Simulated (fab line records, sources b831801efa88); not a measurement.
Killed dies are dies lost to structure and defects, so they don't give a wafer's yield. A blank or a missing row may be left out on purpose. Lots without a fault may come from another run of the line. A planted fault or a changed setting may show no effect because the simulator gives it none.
A struck lot beside a sound one | flow sky130 | 14 steps out of a route of 708
Sound: wafers L868.1, L868.3, L868.5. Struck: wafer L874.6. (L874.1 of the same lot was not struck and is left out.) The cause comes at the end.
At each step with rows: each side's tool, then ch and its chambers, then its first start. Under that, the readings that differ: sound wafers | struck wafers | difference of the means | sigmas: that difference in standard deviations of wafers without a fault.
alike: readings whose means differ by less than 2 such deviations, and words and numbers that are the same on both sides. not compared: withheld readings, readings that some wafer has no value for, bounds like >300 that may hide the same value, and numbers for which the record gives no deviation and whose values overlap.
The two part at a step that has a row with sigmas, a row that says differs or no value, or rows on one side only. Numbers that don't overlap but have no deviation are shown without sigmas and don't part them. A reading that every wafer of one side lacks parts them only if that side has two wafers or more.

first, 4 steps without rows for these wafers: SKY_VIA3_SOFTBAKE_08 (time 90 s); SKY_VIA3_EXPOSE_09 (exposes mask VIM3, target cd 200 nm); SKY_VIA3_PEB_10; SKY_VIA3_DEVELOP_11 (develop time 60 s).
SKY_VIA3_CD_MEAS_12: target cd 200 nm.
  sound on cd_sem-02, day 41 09:57; struck on cd_sem-02, day 43 00:37
  alike: cd_nm
SKY_VIA3_OVL_MEAS_13:
  sound on overlay-01, day 41 10:04; struck on overlay-02, day 43 00:44
  reading       | sound   | struck | difference | sigmas
  VIA3_OVL (nm) | -2 -8 1 | -15    | -12        | -2
SKY_VIA3_ETCH_14: etches BARC in N2/H2, stops on SiO2, time 45.9 s, target depth 60 nm.
  sound on rie_diel-04 ch 0,2,3, day 41 10:07; struck on rie_diel-04 ch 3, day 43 00:46
  alike: drypump_motor_current_A, oes_product_au, rf_fwd_power_W, throttle_valve_pct
  not compared: rf_hours_counter_h
SKY_VIA3_ETCH_15: etches SiO2 in C4F8/O2/Ar, stops on TiN, target depth 507 nm, time 78 s.
  sound on rie_diel-04 ch 0,2,3, day 41 10:09; struck on rie_diel-04 ch 3, day 43 00:49
  alike: oes_product_au, rf_fwd_power_W
  not compared: rf_hours_counter_h
SKY_VIA3_STRIP_16: strips in O2/N2.
  sound on plasma_asher-04 ch 0,1, day 41 10:13; struck on plasma_asher-01 ch 0, day 43 00:53
  alike: drypump_motor_current_A, oes_product_au, strip_time_to_endpoint_s
  not compared: rf_hours_counter_h
then, 3 steps without rows for these wafers: SKY_VIA3_STRIP_17 (strips in post etch residue remover, time 1200 s); SKY_VIA3_CLEAN_18 (cleans in IPA, time 180 s); SKY_VIA3_CLEAN_19 (cleans in O3/DIW).
SKY_VIA3_SPUTTER_20: material TiN, target thk 20 nm, time 80 s.
  sound on pvd_sputter-01, day 41 10:50; struck on pvd_sputter-01, day 43 01:30
  reading                                  | sound             | struck | difference | sigmas
  throttle_valve_pct (%)                   | 30.7 32.0 32.1    | 29.2   | -2.4       | -3
  model.TiN_of_VIA3_SPUTTER_20.thk_nm (nm) | 20.19 20.29 20.14 | 23.17  | +2.96      |
  alike: chamber_pressure_pa
SKY_VIA3_CVD_21: deposits W, target thk 390 nm, time 117.31 s.
  sound on cvd_w-02 ch 0,1, day 41 10:54; struck on cvd_w-02 ch 0, day 43 01:34
  alike: heater_power_w

WHERE THEY PART
First at SKY_VIA3_OVL_MEAS_13; last, within this record, at SKY_VIA3_SPUTTER_20. Later steps at which nothing parts them and some readings are alike: SKY_VIA3_CVD_21.

WHY: what the simulator had put in
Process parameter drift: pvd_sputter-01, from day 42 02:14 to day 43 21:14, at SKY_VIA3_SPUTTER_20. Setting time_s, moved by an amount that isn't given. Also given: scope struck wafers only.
